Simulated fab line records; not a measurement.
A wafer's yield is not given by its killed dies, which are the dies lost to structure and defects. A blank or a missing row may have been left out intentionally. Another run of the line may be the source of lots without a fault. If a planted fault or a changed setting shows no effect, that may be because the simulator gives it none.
Problem report in the 8D (eight disciplines) form, filled by code	flow sky130	the parts of the form that need people (team, actions taken, sign-off) are left out

1. THE ISSUE
oes-product-au at SKY_VIA3_ETCH_14 reads a mean of 0.937 a.u. on 4 wafers of 2 lots; wafers without a fault read 0.855 a.u. with a standard deviation of 0.0049. That puts it +17 standard deviations away from the usual mean.
The step: etches BARC in N2/H2, stops on SiO2, time 45.9 s, target depth 60 nm.
Seen first at day 41 12:37 on rie-diel-03, wafer L165.3. The record holds 36 wafers of 12 lots with a number at this step. By rule, "out" or "out of limits" means more than 4 standard deviations away from the usual mean. The other wafers with a number count as sound.

2. WHAT IT IS, WHAT IT ISN'T
question	is	is not
which readings at this step	oes-product-au, run-length-s	-
which lots	L165, L166	L159, L160, L162, L171, L176, L177, L178, L179, L180, L181
which wafers of those lots	L165.3, L165.4, L166.3, L166.4	L165.6, L166.6
read on which tools	rie-diel-03	rie-diel-02, rie-diel-04
when	from day 41 12:37	up to then (10 sound wafers); but 22 sound wafers of L166, L171, L176, L177, L178, L179, L180, L181 came after

3. WHAT RULES OUT EACH SUSPECT
Counting: any tool at a process step up to the reading remains a suspect provided it ran every lot that is out. Sound lots after the first of them don't rule it out here, since some wafers of a struck lot are sound.
- rie-diel-03 at SKY_VIA3_ETCH_14 (etches BARC in N2/H2, stops on SiO2, time 45.9 s, target depth 60 nm): kept. Ran every lot that is out, first one L165 (day 41 12:37); last sound lot up to then L159 (day 39 15:46). Out on those wafers are its own readings of oes-product-au, run-length-s.
The count leaves rie-diel-03 at SKY_VIA3_ETCH_14.

4. THE CAUSE (what the simulator had put in)
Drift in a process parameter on rie-diel-03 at SKY_VIA3_ETCH_14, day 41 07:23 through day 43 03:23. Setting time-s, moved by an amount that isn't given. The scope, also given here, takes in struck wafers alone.
This tool alone remained once counting was done.

5. THE CHAIN OF EFFECTS, in route order
Rows list readings where the struck wafers' mean (over those with a number) sits beyond 3 standard deviations from the usual. Readings are gone through only where the record gives a usual standard deviation; hours: the median, over the lots, of the time from a lot's start at the first step in this table giving one to that lot's start at this step; sigmas: the change measured in usual standard deviations.
hours	step	reading	usual	on struck wafers	change	sigmas
0	SKY_VIA3_ETCH_14	oes-product-au	0.855 a.u.	0.937	+0.082	+17
0	SKY_VIA3_ETCH_14	run-length-s	74.3 s	70.3	-4.0	-7.7
The process steps in it:
- SKY_VIA3_ETCH_14: etches BARC in N2/H2, stops on SiO2, time 45.9 s, target depth 60 nm.

6. WHAT WOULD HAVE CAUGHT IT SOONER
The fault began at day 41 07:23; the first out-of-limits reading in this record came at day 41 12:37, 5 hours later.
